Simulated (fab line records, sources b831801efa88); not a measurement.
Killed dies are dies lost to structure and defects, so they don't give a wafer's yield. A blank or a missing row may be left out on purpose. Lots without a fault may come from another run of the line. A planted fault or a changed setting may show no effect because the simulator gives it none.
One fault seen from 2 desks | flow sfq_line | each desk has only its own numbers; what lay behind them comes last

THE METROLOGY DESK
What the gauges read, lot by lot, whatever tool the lot ran on: means of the sampled wafers that have a number. A lot is out of limits, marked OUT, if its mean lies more than 4 standard deviations from the usual mean; the brackets give that distance.
Columns: A = M3_OVL at SFQ_M3_OVL_MEAS_921, usual 2 nm
lot  | first seen here | A
L635 | day 35 20:41    | 9
L636 | day 36 22:31    | 4
L638 | day 37 00:56    | 4
L639 | day 38 15:34    | -4
L641 | day 39 08:14    | 3
L642 | day 39 20:50    | 5
L644 | day 40 11:22    | -5
L645 | day 40 17:22    | 10
L648 | day 41 20:53    | -1
L649 | day 42 12:30    | -3
L650 | day 42 22:25    | 1
L655 | day 52 03:05    | 0
L656 | day 52 06:41    | 3
L657 | day 52 09:05    | 5
L658 | day 52 11:29    | -8
This desk's finding: nothing out of limits on any of the 15 lots.

THE TOOL OWNER'S DESK: rie_metal-01
The tool's own readings at SFQ_TRILAYER_M0_ETCH_METAL_ETCH_024 (etches Nb in Cl2/Ar, stops on SiO2, target depth 240 nm, time 120 s): means of the sampled wafers that have a number, for each lot that ran on this tool. A lot is out of limits, marked OUT, if its mean lies more than 4 standard deviations from the usual mean; the brackets give that distance.
Columns: A = bias_w at SFQ_TRILAYER_M0_ETCH_METAL_ETCH_024, usual 80.02 W; B = chamber_pressure_mTorr at SFQ_TRILAYER_M0_ETCH_METAL_ETCH_024, usual 10.000 mTorr; C = drypump_motor_current_A at SFQ_TRILAYER_M0_ETCH_METAL_ETCH_024, usual 5.55 A; D = oes_product_au at SFQ_TRILAYER_M0_ETCH_METAL_ETCH_024, usual 0.894 a.u.
lot  | first seen here | A     | B                        | C    | D
L635 | day 11 17:29    | 79.92 | 9.996                    | 5.59 | 0.884
L641 | day 13 14:26    | 80.27 | 10.002                   | 5.35 | 0.888
L645 | day 14 20:08    | 79.98 | 10.003                   | 5.57 | 0.891
L648 | day 16 05:48    | 80.06 | 12.002 (+99 or more) OUT | 5.34 | 0.894
L649 | day 16 21:31    | 80.09 | 10.666 (+81) OUT         | 5.82 | 0.897
L650 | day 17 03:28    | 80.22 | 11.339 (+99 or more) OUT | 5.61 | 0.896
This desk's finding: out of limits on L648, L649, L650; first on L648, day 16 05:48 (chamber_pressure_mTorr at SFQ_TRILAYER_M0_ETCH_METAL_ETCH_024). In limits: L635, L641, L645.

PUT TOGETHER
The tool owner's desk could have raised an alarm at day 16 05:48, on L648, L649, L650.
The metrology desk saw nothing out of limits.
The metrology desk has L648, L649, L650 on record, within its limits.
Of the lots named, all ran SFQ_TRILAYER_M0_ETCH_METAL_ETCH_024 on rie_metal-01.

WHAT THE SIMULATOR HAD PUT IN
Process parameter drift: rie_metal-01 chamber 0, from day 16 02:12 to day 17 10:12, at SFQ_TRILAYER_M0_ETCH_METAL_ETCH_024. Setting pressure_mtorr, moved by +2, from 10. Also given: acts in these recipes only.
Lots struck among those shown: L648, L649, L650.
Hours from the fault's start to each desk's first reading out of limits: the tool owner's desk, 4.
